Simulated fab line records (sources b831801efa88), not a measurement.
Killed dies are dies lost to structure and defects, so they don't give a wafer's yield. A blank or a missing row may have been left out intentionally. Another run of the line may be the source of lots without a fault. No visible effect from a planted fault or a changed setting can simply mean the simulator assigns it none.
A lot that was struck, set against a sound lot    flow sky130    15 out of 708 route steps
Sound: these wafers, L646.1, L646.2, L646.3. The struck wafers were L655.2, L655.3, L655.5. Last of all comes the cause.
Each step with rows lists, per side, the tool, then ch with its chambers, then its first start. Under that, the readings that differ: sound wafers    struck wafers    difference of the means    sigmas: that difference in standard deviations of wafers without a fault.
alike: readings with means less than 2 such deviations apart, plus words and numbers identical on both sides. not compared: withheld readings, readings lacking a value on some wafer, bounds such as >300 that could conceal the same value, and numbers that have no deviation in the record and whose values overlap.
A row with sigmas, a row that says differs or no value, or rows on one side alone: a step with any of these is where the two part. Numbers that have no deviation but don't overlap get no sigmas and don't part them. A reading missing from all wafers of one side parts the sides only when that side holds two or more wafers.

SKY_SONOS_ONO_CD_MEAS_13: the cd target is 410 nm.
  struck on cd sem-01, day 20 03:43; sound on cd sem-01, day 16 19:53
  alike: cd nm
SKY_SONOS_ONO_OVL_MEAS_14:
  struck on overlay-02, day 20 03:49; sound on overlay-02, day 16 20:01
  alike: SONOS_ONO_OVL
SKY_SONOS_ONO_ETCH_15: etches the open film in CHF3/O2, target depth 19.52 nm, time 7.8 s.
  sound on rie diel-03 ch 0,1,3, day 16 20:02; struck on rie diel-01 ch 0,3, day 20 03:51
  alike: chf3 flow sccm, drypump motor current A, oes product au, rf fwd power W, throttle valve pct
  not compared: rf hours counter h
then, 1 step without rows for these wafers: SKY_SONOS_ONO_WET_ETCH_16 (etches SiO2 in dHF, target depth 14 nm, time 280 s).
SKY_SONOS_ONO_STRIP_17: strips in O2/N2.
  sound on plasma asher-04 ch 0,1, day 16 20:09; struck on plasma asher-04 ch 0, day 20 03:58
  alike: drypump motor current A, o2 flow sccm, oes product au, strip time to endpoint s
  not compared: rf hours counter h
then, 3 steps without rows for these wafers: SKY_SONOS_ONO_WET_ETCH_18 (etches Si3N4 in H3PO4, target depth 15 nm, time 172 s); SKY_GATE_OXIDE_CLEAN_00 (cleans in SC1/SC2, time 150 s); SKY_GATE_OXIDE_OXIDATION_01 (stabilise 600 s, purge 300 s, target thk 10.268 nm).
SKY_GATE_OXIDE_THK_MEAS_02:
  struck on film metro-03, day 20 10:56; sound on film metro-01, day 17 01:32
  alike: GATE_OXIDE_OXIDATION_00_THK
then, 3 steps without rows for these wafers: SKY_GATE_OXIDE_DEHYDRATE_03 (time 60 s); SKY_GATE_OXIDE_HMDS_04 (prime time 60 s); SKY_GATE_OXIDE_COAT_05 (resist thk 1140 nm).
SKY_GATE_OXIDE_SOFTBAKE_06: time 60 s.
  sound on litho track-03 ch 0, day 17 14:46; struck on litho track-04 ch 0, day 21 02:31
reading                   sound              struck             difference  sigmas
heater power total W (W)  56.53 56.60 56.61  60.33 60.26 60.39  +3.75       +89
run length s (s)          89.08 89.29 89.25  79.10 78.79 78.81  -10.31      -74
then, 1 step without rows for these wafers: SKY_GATE_OXIDE_EXPOSE_07 (exposes mask LVOM, target cd 600 nm).
-- here the record skips 30 days between the struck wafers' starts before and after, leaving off in module GATE_OXIDE and picking up in module PAD_OPEN (first step shown: number 708 of the route) --
SKY_PAD_OPEN_PROBE_99:
  struck on prober-01, day 50 22:25; sound on prober-01, day 48 22:40
  alike: killed_at_M0_to_M3, killed_at_M4_up, killed at contacts, killed at front end, killed at other, killed dies, killed open, killed short

== WHERE THEY PART ==
Only at SKY_GATE_OXIDE_SOFTBAKE_06, within this record. Later steps at which nothing parts them and some readings are alike: SKY_PAD_OPEN_PROBE_99.

WHY: the cause the simulator had injected
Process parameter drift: litho track-04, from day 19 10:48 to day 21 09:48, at SKY_GATE_OXIDE_SOFTBAKE_06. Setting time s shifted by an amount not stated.
